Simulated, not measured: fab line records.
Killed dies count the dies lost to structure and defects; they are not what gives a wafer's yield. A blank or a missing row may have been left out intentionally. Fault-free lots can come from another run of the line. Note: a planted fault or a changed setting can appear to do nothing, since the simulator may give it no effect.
A struck lot beside a sound one + flow sky130 + 15 out of 708 route steps
Sound: these wafers, L259.1, L259.5, L259.6. Wafers L269.2, L269.3, L269.4 were the ones struck. The cause comes at the end.
Each step with rows lists, per side, the tool, then ch with its chambers, then its first start. Under that, the readings that differ: sound wafers + struck wafers + difference of the means + sigmas: that difference in standard deviations of wafers without a fault.
alike: readings with means less than 2 such deviations apart, plus words and numbers identical on both sides. not compared: withheld readings, readings lacking a value on some wafer, bounds such as >300 that could conceal the same value, and numbers that have no deviation in the record and whose values overlap.
Wherever a step has rows on one side only, a row that says differs or no value, or a row with sigmas, the two part there. Non-overlapping numbers with no deviation appear without sigmas and do not part them. Lack of a reading on every wafer of one side parts them only where that side has two or more wafers.

first, 2 steps without rows for these wafers: SKY_VT_ADJUST_PCH_PEB_05; SKY_VT_ADJUST_PCH_DEVELOP_06 (develop time 60 s).
SKY_VT_ADJUST_PCH_OVL_MEAS_07:
  sound: overlay-02 at day 10 14:52; struck: overlay-02 at day 13 21:26
  alike: VT_ADJUST_PCH_OVL
next, for these wafers, 1 step has no rows: SKY_VT_ADJUST_PCH_IMPLANT_08.
SKY_VT_ADJUST_PCH_STRIP_09: strips in O2/N2.
  sound on plasma asher-04 ch 0,1, day 10 15:02; struck on plasma asher-04 ch 0,1, day 13 21:37
| reading                      | sound             | struck            | difference | sigmas |
|------------------------------|-------------------|-------------------|------------|--------|
| o2 flow sccm (sccm)          | 3020 3010 3007    | 2980 3003 2986    | -23        | -2     |
| strip time to endpoint s (s) | 36.76 36.83 36.74 | 36.94 37.04 37.05 | +0.23      | +3     |
  alike: drypump motor current A, oes product au
  not compared: rf hours counter h
SKY_VT_ADJUST_PCH_TW_MEAS_10:
  sound: film metro-04 at day 10 15:08; struck: film metro-04 at day 13 21:44
  alike: VT_ADJUST_PCH_TW
then, 6 steps without rows for these wafers: SKY_SONOS_TUNNEL_DEHYDRATE_00 (time 60 s); SKY_SONOS_TUNNEL_HMDS_01 (prime time 60 s); SKY_SONOS_TUNNEL_COAT_02 (resist thk 1140 nm); SKY_SONOS_TUNNEL_SOFTBAKE_03 (time 60 s); SKY_SONOS_TUNNEL_EXPOSE_04 (exposes mask TUNM, target cd 410 nm); SKY_SONOS_TUNNEL_PEB_05.
SKY_SONOS_TUNNEL_DEVELOP_06: develop time 60 s.
  sound on litho track-02 ch 0, day 11 14:11; struck on litho track-02 ch 0, day 14 23:43
| reading              | sound             | struck            | difference | sigmas |
|----------------------|-------------------|-------------------|------------|--------|
| developer temp C (C) | 22.98 22.99 22.97 | 24.04 23.85 23.89 | +0.95      | +9     |
SKY_SONOS_TUNNEL_CD_MEAS_07: target cd 410 nm.
  sound: cd sem-01 at day 11 14:20; struck: cd sem-02 at day 14 23:52
| reading    | sound             | struck            | difference | sigmas |
|------------|-------------------|-------------------|------------|--------|
| cd nm (nm) | 412.2 413.5 413.9 | 406.0 407.2 404.7 | -7.2       | -3     |
-- the record jumps here: 34 days lie between the struck wafers' starts before and after (it left off in module SONOS_TUNNEL and takes up again in module PAD_OPEN, whose first step shown is number 708 of the route) --
SKY_PAD_OPEN_PROBE_99:
  record: rows for the struck wafers here (prober-01, day 48 12:34), none for the sound ones

== WHERE THEY PART ==
Last at SKY_PAD_OPEN_PROBE_99 as far as this record goes, first at SKY_VT_ADJUST_PCH_STRIP_09.

WHY: whatever the simulator had introduced
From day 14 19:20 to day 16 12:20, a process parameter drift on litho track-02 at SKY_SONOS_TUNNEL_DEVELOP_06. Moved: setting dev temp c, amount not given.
